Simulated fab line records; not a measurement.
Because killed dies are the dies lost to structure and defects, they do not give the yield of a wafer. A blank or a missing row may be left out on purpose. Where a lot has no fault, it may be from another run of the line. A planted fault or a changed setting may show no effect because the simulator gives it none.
fab line records | flow sky130
record lots=6 wafers=18 lastDay=50
route steps=708 shown METAL1@440
lots untouched by any fault: they come from a run of this same line in which no faults occurred
startH: start of the lot's first displayed wafer, in hours after the record's first day | waitH: how many hours have passed since the lot's step before this one | " identical to the entry in the row above | L1.1+2: one row covering several wafers at once | - value missing, or start not given | * or withheld: withheld | < > ~ a bound
route shown NAME@n: NAME is a module with steps in the file, n the number in the route of the first one | usual: mean/standard deviation taken from wafers without a fault | same: alike in all rows | chamber/n: place in a boat | sites: per-site readings | _std_site: standard deviation across them | _edge_site: mean of outer sites minus mean of inner sites | radiusMm: how far each site lies from the wafer's centre | mask NAME#n: copy n | behind: the tool/chamber that last shaped the wafer | hold: reason for holding the lot/hours on hold/outcome of the hold | device: transistor that didn't switch, given as n, p or np | end of line: at the end of the route, the tests of the same wafers | a step given without rows: its recipe and nothing more | killed: dies that structure and defects cost at the first sort, which is not the same as the wafer's yield | map: per-die view of a wafer (x killed, . not killed, _ where there is no die)
set.NAME: the setting that was run; set.NAME@STEP: the one run at that earlier step | model.NAME: the simulator's own value behind a step, which no gauge read
lots seen at some steps along the route; tables by step, rows by wafer
services: a tool's chamber out of use, with start hour (startH, from the record's first day; less than 0 if before it), hours out, and reason
## steps
# step SKY_METAL1_THK_MEAS_06
# recipe thkMeasGauge=xrf reads=AlCu_of_METAL1_SPUTTER_02
# usual METAL1_ALCU_THK=249/3.1
# columns lot.wafer tool chamber startH waitH METAL1_ALCU_THK[nm]
L437.1 filmMetro-01 - 755.32 0.1 252
L437.2 " - " " 247
L437.4 " - " " 251
L442.2 filmMetro-02 - 792.00 0.1 250
L442.5 " - " " 248
L442.6 " - " " 251
L445.1 filmMetro-02 - 826.28 0.1 248
L445.3 " - " " 248
L445.6 " - " " 249
L447.1 filmMetro-03 - 826.58 0.1 248
L447.3 " - " " 251
L447.6 " - " " 246
L454.3 filmMetro-03 - 880.61 0.1 252
L454.4 " - " " 251
L454.6 " - " " 249
L458.1 filmMetro-03 - 917.38 0.1 247
L458.3 " - " " 244
L458.5 " - " " 244
# step SKY_METAL1_DEHYDRATE_07
# recipe tempC=200 timeS=60
# step SKY_METAL1_HMDS_08
# recipe primeTimeS=60 primeTempC=120
# step SKY_METAL1_COAT_09
# recipe resist=BARC tempC=withheld timeS=withheld spinRpm=3000 resistThkNm=60
# step SKY_METAL1_COAT_10
# recipe resist=KrF-thick spinRpm=3000 resistThkNm=450
# step SKY_METAL1_SOFTBAKE_11
# recipe tempC=100 timeS=90 resist=KrF-thick
# step SKY_METAL1_EXPOSE_12
# recipe maskId=MM1 na=0.8 sourceShape=annular sigmaInner=0.55 sigmaOuter=0.85 targetCdNm=140 doseMj=27.43
# step SKY_METAL1_PEB_13
# recipe pebTempC=withheld pebTimeS=withheld resist=KrF-thick
# step SKY_METAL1_DEVELOP_14
# recipe developTimeS=60 resist=KrF-thick devTempC=21
# step SKY_METAL1_CD_MEAS_15
# recipe targetCdNm=140
# usual cdNm=140.1/1.4
# columns lot.wafer tool chamber startH waitH cdNm
L437.1 cdSem-02 - 782.29 - 140.6
L437.2 " - " " 141.6
L437.4 " - " " 141.5
L442.2 cdSem-01 - 818.51 - 140.2
L442.5 " - " " 137.7
L442.6 " - " " 140.3
L445.1 cdSem-02 - 852.16 - 141.3
L445.3 " - " " 141.1
L445.6 " - " " 142.3
L447.1 cdSem-01 - 853.11 - 140.0
L447.3 " - " " 139.8
L447.6 " - " " 137.6
L454.3 cdSem-02 - 906.02 - 143.2
L454.4 " - " " 141.8
L454.6 " - " " 142.1
L458.1 cdSem-02 - 941.16 - 140.4
L458.3 " - " " 140.2
L458.5 " - " " 138.9
# step SKY_METAL1_OVL_MEAS_16
# usual METAL1_OVL=-4/5.6
# columns lot.wafer tool chamber startH waitH METAL1_OVL[nm]
L437.1 overlay-01 - 782.41 0.1 -10
L437.2 " - " " 4
L437.4 " - " " 1
L442.2 overlay-02 - 818.61 0.1 -15
L442.5 " - " " -1
L442.6 " - " " -5
L445.1 overlay-01 - 852.28 0.1 -4
L445.3 " - " " -2
L445.6 " - " " 2
L447.1 overlay-01 - 853.23 0.1 2
L447.3 " - " " 6
L447.6 " - " " -4
L454.3 overlay-02 - 906.11 0.1 -7
L454.4 " - " " 5
L454.6 " - " " -1
L458.1 overlay-01 - 941.28 0.1 -7
L458.3 " - " " -8
L458.5 " - " " -8
# step SKY_METAL1_DESCUM_17
# recipe chemistry=O2 sourcePowerW=150 biasPowerW=0 pressureMtorr=10 tempC=40 timeS=8
# usual drypumpMotorCurrentA=6.15/0.19 oesProductAu=0.999/0.012
# columns lot.wafer tool chamber startH waitH drypumpMotorCurrentA oesProductAu rfHoursCounterH
L437.1 rieMetal-03 0 782.44 0.0 6.02 0.985 11
L437.2 " 1 " " 6.24 1.017 8
L437.4 " 1 " " 6.27 1.015 -
L442.2 rieMetal-01 0 818.64 0.0 6.08 1.002 0
L442.5 " 0 " " 6.09 1.002 -
L442.6 " 1 " " 6.01 0.994 -
L445.1 rieMetal-01 0 852.32 0.0 6.07 0.990 3
L445.3 " 0 " " 6.09 0.983 -
L445.6 " 0 " " 6.07 0.981 -
L447.1 rieMetal-03 1 853.27 0.0 6.22 1.010 10
L447.3 " 0 " " 6.03 0.986 -
L447.6 " 0 " " 6.03 0.993 -
L454.3 rieMetal-03 1 906.15 0.0 6.24 1.025 -
L454.4 " 0 " " 6.04 0.994 -
L454.6 " 1 " " 6.27 1.019 -
L458.1 rieMetal-01 0 941.32 0.0 6.12 0.994 7
L458.3 " 1 " " 6.01 0.991 -
L458.5 " 0 " " 6.10 0.994 -
# step SKY_METAL1_ETCH_18
# recipe chemistry=N2/H2 target=BARC ionEnergyEv=200 biasW=100 pressureMtorr=30 n2FlowSccm=100 h2FlowSccm=200 icpW=500 stopOn=SiO2 timeS=45.9 targetDepthA=600
# usual biasW=100.0/0.31 chamberPressureMTorr=29.99/0.051 drypumpMotorCurrentA=6.16/0.19 oesProductAu=0.855/0.0044 throttleValvePct=13.225/0.0086
# columns lot.wafer tool chamber startH waitH biasW chamberPressureMTorr drypumpMotorCurrentA oesProductAu rfHoursCounterH throttleValvePct model.KrF-thick_of_METAL1_COAT_10.thkNm
L437.1 rieMetal-03 0 782.47 0.0 100.0 30.01 6.03 0.858 11 13.235 395.7
L437.2 " 1 " " 100.1 30.00 6.26 0.852 8 13.230 393.9
L437.4 " 1 " " 100.2 30.03 6.27 0.860 - 13.227 393.1
L442.2 rieMetal-01 0 818.67 0.0 100.1 30.05 6.09 0.854 0 13.235 393.5
L442.5 " 0 " " 99.9 29.96 6.08 0.853 - 13.230 393
L442.6 " 1 " " 99.9 29.98 5.99 0.849 - 13.221 391.6
L445.1 rieMetal-01 0 852.38 0.1 - - - - - - 435.4
L445.3 " 0 " " - - - - - - 435
L445.6 " 0 " " - - - - - - 436.4
L447.1 rieMetal-03 1 853.30 0.0 - - - - - - 437.2
L447.3 " 0 " " - - - - - - 438.9
L447.6 " 0 " " - - - - - - 438
L454.3 rieMetal-03 1 906.19 0.0 100.3 29.98 6.25 0.843 - 13.205 390.5
L454.4 " 0 " " 100.4 30.01 6.04 0.852 - 13.228 391.8
L454.6 " 1 " " 100.1 29.98 6.25 0.862 - 13.239 390.3
L458.1 rieMetal-01 0 941.35 0.0 99.3 29.97 6.06 0.854 7 13.221 393.4
L458.3 " 1 " " 99.6 29.98 6.00 0.860 - 13.234 393.8
L458.5 " 0 " " 99.4 29.99 6.09 0.857 - 13.224 394.3
# step SKY_METAL1_METAL_ETCH_19
# recipe targetDepthA=3600 stopOn=SiO2 overEtchFrac=0.3 timeS=78 chemistry=Cl2/BCl3 resistSidewallDeg=88 pressureMtorr=10 icpW=900 biasW=48.5 Cl2_flow_sccm=60 bcl3FlowSccm=30
# usual bcl3FlowSccm=30.02/0.083 biasW=48.50/0.15 drypumpMotorCurrentA=6.15/0.2 oesProductAu=0.855/0.0063 throttleValvePct=22.264/0.0095
# columns lot.wafer tool chamber startH waitH bcl3FlowSccm biasW drypumpMotorCurrentA oesProductAu rfHoursCounterH throttleValvePct model.KrF-thick_of_METAL1_COAT_10.thkNm
L437.1 rieMetal-03 0 782.54 0.0 30.05 48.48 6.05 0.871 11 22.242 166.7
L437.2 " 1 " " 30.05 48.40 6.27 0.858 8 22.260 155
L437.4 " 1 " " 30.02 48.44 6.25 0.856 - 22.264 152.7
L442.2 rieMetal-01 0 818.74 0.0 30.11 48.63 6.11 0.846 1 22.265 159.8
L442.5 " 0 " " 30.08 48.48 6.10 0.850 - 22.258 160.3
L442.6 " 1 " " 29.91 48.52 6.00 0.854 - 22.245 160.8
L445.1 rieMetal-01 0 852.51 0.1 30.02 48.50 6.09 0.377 3 22.261 204.5
L445.3 " 0 " " 29.90 48.33 6.08 0.373 - 22.260 201.9
L445.6 " 0 " " 30.06 48.58 6.07 0.379 - 22.266 205.9
L447.1 rieMetal-03 1 853.36 0.0 29.88 48.61 6.22 0.376 10 22.264 197.5
L447.3 " 0 " " 30.09 48.77 6.04 0.377 - 22.270 207.3
L447.6 " 0 " " 29.91 48.29 6.03 0.376 - 22.257 207.5
L454.3 rieMetal-03 1 906.26 0.1 30.09 48.47 6.25 0.851 - 22.270 149
L454.4 " 0 " " 30.10 48.39 6.03 0.856 - 22.252 160.3
L454.6 " 1 " " 29.99 48.36 6.23 0.854 - 22.250 147.4
L458.1 rieMetal-01 0 941.41 0.0 29.86 48.40 6.07 0.850 7 22.256 161.1
L458.3 " 1 " " 30.00 48.64 5.99 0.842 - 22.265 162
L458.5 " 0 " " 29.93 48.45 6.06 0.841 - 22.266 162.5
# step SKY_METAL1_STRIP_20
# recipe chemistry=O2/N2 powerW=1400 pressureMtorr=1500 platenTempC=withheld o2FlowSccm=3000 n2FlowSccm=300 overashFraction=0.5
# usual drypumpMotorCurrentA=6.0/0.35 oesProductAu=0.343/0.0049 stripTimeToEndpointS=2.70/0.056
# columns lot.wafer tool chamber startH waitH drypumpMotorCurrentA oesProductAu rfHoursCounterH stripTimeToEndpointS
L437.1 plasmaAsher-04 1 782.63 0.1 6.2 0.347 35 2.77
L437.2 " 0 " " 6.5 0.339 35 2.67
L437.4 " 0 " " 6.5 0.336 - 2.63
L442.2 plasmaAsher-04 0 818.83 0.1 6.5 0.343 38 2.71
L442.5 " 0 " " 6.5 0.346 - 2.72
L442.6 " 1 " " 6.2 0.343 - 2.71
L445.1 plasmaAsher-02 0 852.69 0.1 5.6 0.357 99 3.19
L445.3 " 1 " " 5.8 0.355 - 3.18
L445.6 " 1 " " 5.8 0.361 - 3.22
L447.1 plasmaAsher-04 0 853.45 0.1 6.5 0.360 42 3.13
L447.3 " 1 " " 6.2 0.366 - 3.21
L447.6 " 0 " " 6.5 0.359 - 3.22
L454.3 plasmaAsher-04 0 906.36 0.1 6.5 0.342 - 2.58
L454.4 " 1 " " 6.2 0.348 - 2.72
L454.6 " 1 " " 6.2 0.337 - 2.56
L458.1 plasmaAsher-02 0 941.50 0.1 5.6 0.349 109 2.72
L458.3 " 1 " " 5.8 0.344 - 2.74
L458.5 " 1 " " 5.8 0.343 - 2.73
# step SKY_METAL1_STRIP_21
# recipe chemistry=postEtchResidueRemover timeS=1200 tempC=72.5
## services
# columns tool chamber startH hours kind
rieMetal-01 0 758.57 5.9 repair
plasmaAsher-04 - 759.80 0.3 repair
rieMetal-01 0 764.51 - clean
rieMetal-01 0 764.51 41.4 scheduledDown
rieMetal-01 0 764.51 41.4 ventCycle
rieMetal-01 - 788.56 2.8 pm
rieMetal-01 1 839.15 - clean
rieMetal-01 1 839.15 16.6 scheduledDown
rieMetal-01 1 839.15 16.6 ventCycle
plasmaAsher-02 - 872.48 3.7 repair
plasmaAsher-02 - 912.93 1.5 repair
plasmaAsher-04 - 928.03 14.6 pm
rieMetal-03 0 931.06 - clean
rieMetal-03 0 931.06 24.8 scheduledDown
rieMetal-03 0 931.06 24.8 ventCycle
## key
firstSign step=SKY_METAL1_ETCH_18 reading=toolRecord direction=missing
effect step=SKY_METAL1_METAL_ETCH_19 reading=oesProductAu direction=down sigmas=76 usual=0.855 struck=0.376
effect step=SKY_METAL1_STRIP_20 reading=stripTimeToEndpointS direction=up sigmas=8.8 usual=* struck=*
modelEffect step=SKY_METAL1_ETCH_18 value=KrF-thick_of_METAL1_COAT_10.thkNm without=394 struck=436.8
modelEffect step=SKY_METAL1_METAL_ETCH_19 value=KrF-thick_of_METAL1_COAT_10.thkNm without=161.3 struck=204.1
metAt SKY_METAL1_ETCH_18
struckWafers L445.1,L445.3,L445.6,L447.1,L447.3,L447.6
laterRowsLeftOut L445.1,L445.3,L445.6,L447.1,L447.3,L447.6
sortLeftOut L445.1,L445.3,L445.6,L447.1,L447.3,L447.6
onsetBetween 818.67 852.38
fault kind=skippedStepWhole tool=rieMetal-01,rieMetal-03 chamber=- onsetH=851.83 steps=SKY_METAL1_ETCH_18 scope=struckLotsOnly
# sortLeftOut: the simulated sort isn't trusted on such a fault, so these wafers' sort isn't shown, and their yield isn't known
# laterRowsLeftOut: the simulator's readings of these wafers behind a module that went badly wrong aren't trusted and aren't shown, but for the sort
